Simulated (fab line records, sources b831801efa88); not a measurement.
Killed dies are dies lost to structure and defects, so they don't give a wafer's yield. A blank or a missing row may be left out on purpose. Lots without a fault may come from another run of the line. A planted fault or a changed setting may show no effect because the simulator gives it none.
A struck lot beside a sound one | flow sky130 | 18 steps out of a route of 708
Sound: wafers L382.2, L382.3, L382.6. Struck: wafers L391.1, L391.5, L391.6. The cause comes at the end.
At each step with rows: each side's tool, then ch and its chambers, then its first start. Under that, the readings that differ: sound wafers | struck wafers | difference of the means | sigmas: that difference in standard deviations of wafers without a fault.
alike: readings whose means differ by less than 2 such deviations, and words and numbers that are the same on both sides. not compared: withheld readings, readings that some wafer has no value for, bounds like >300 that may hide the same value, and numbers for which the record gives no deviation and whose values overlap.
The two part at a step that has a row with sigmas, a row that says differs or no value, or rows on one side only. Numbers that don't overlap but have no deviation are shown without sigmas and don't part them. A reading that every wafer of one side lacks parts them only if that side has two wafers or more.

first, 4 steps without rows for these wafers: SKY_VT_ADJUST_PCH_SOFTBAKE_03; SKY_VT_ADJUST_PCH_EXPOSE_04 (exposes mask NWM, target cd 840 nm); SKY_VT_ADJUST_PCH_PEB_05; SKY_VT_ADJUST_PCH_DEVELOP_06 (develop time 60 s).
SKY_VT_ADJUST_PCH_OVL_MEAS_07:
  sound on overlay-01, day 13 23:11; struck on overlay-01, day 16 19:07
  alike: VT_ADJUST_PCH_OVL
then, 1 step without rows for these wafers: SKY_VT_ADJUST_PCH_IMPLANT_08.
SKY_VT_ADJUST_PCH_STRIP_09: strips in O2/N2.
  sound on plasma_asher-03 ch 0,1, day 13 23:22; struck on plasma_asher-01 ch 0,1, day 16 19:19
  alike: drypump_motor_current_A, oes_product_au, strip_time_to_endpoint_s
  not compared: rf_hours_counter_h
SKY_VT_ADJUST_PCH_TW_MEAS_10:
  sound on film_metro-01, day 13 23:28; struck on film_metro-03, day 16 19:25
  alike: VT_ADJUST_PCH_TW
then, 4 steps without rows for these wafers: SKY_SONOS_TUNNEL_DEHYDRATE_00 (time 60 s); SKY_SONOS_TUNNEL_HMDS_01 (prime time 60 s); SKY_SONOS_TUNNEL_COAT_02 (resist thk 1140 nm); SKY_SONOS_TUNNEL_SOFTBAKE_03 (time 60 s).
SKY_SONOS_TUNNEL_EXPOSE_04: exposes mask TUNM, target cd 410 nm.
  sound on iline_stepper-01 ch 0, day 14 12:41; struck on iline_stepper-02 ch 0, day 17 10:03
  reading              | sound                | struck               | difference | sigmas
  exposure_dose_mJ_cm2 | 136.10 135.84 135.87 | 115.63 115.53 115.62 | -20.34     | -99 or more
  alike: mask
then, 2 steps without rows for these wafers: SKY_SONOS_TUNNEL_PEB_05; SKY_SONOS_TUNNEL_DEVELOP_06 (develop time 60 s).
SKY_SONOS_TUNNEL_CD_MEAS_07: target cd 410 nm.
  sound on cd_sem-02, day 15 01:59; struck on cd_sem-01, day 18 00:34
  reading    | sound             | struck            | difference | sigmas
  cd_nm (nm) | 406.1 409.5 406.5 | 365.0 363.2 364.3 | -43.2      | -19
SKY_SONOS_TUNNEL_OVL_MEAS_08:
  sound on overlay-02, day 15 02:06; struck on overlay-02, day 18 00:41
  alike: SONOS_TUNNEL_OVL
-- the record jumps here: 32 days lie between the struck wafers' starts before and after (it left off in module SONOS_TUNNEL and takes up again in module PAD_OPEN, whose first step shown is number 708 of the route) --
SKY_PAD_OPEN_PROBE_99:
  sound on prober-02, day 48 14:55; struck on prober-02, day 50 09:02
  alike: killed_at_M0_to_M3, killed_at_M4_up, killed_at_contacts, killed_at_front_end, killed_at_other, killed_dies, killed_on_rim, killed_open, killed_short

WHERE THEY PART
First at SKY_SONOS_TUNNEL_EXPOSE_04; last, within this record, at SKY_SONOS_TUNNEL_CD_MEAS_07. Later steps at which nothing parts them and some readings are alike: SKY_SONOS_TUNNEL_OVL_MEAS_08, SKY_PAD_OPEN_PROBE_99.

WHY: what the simulator had put in
Process parameter drift: iline_stepper-02, from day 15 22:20 on, at SKY_SONOS_TUNNEL_EXPOSE_04. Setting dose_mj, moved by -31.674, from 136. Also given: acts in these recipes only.
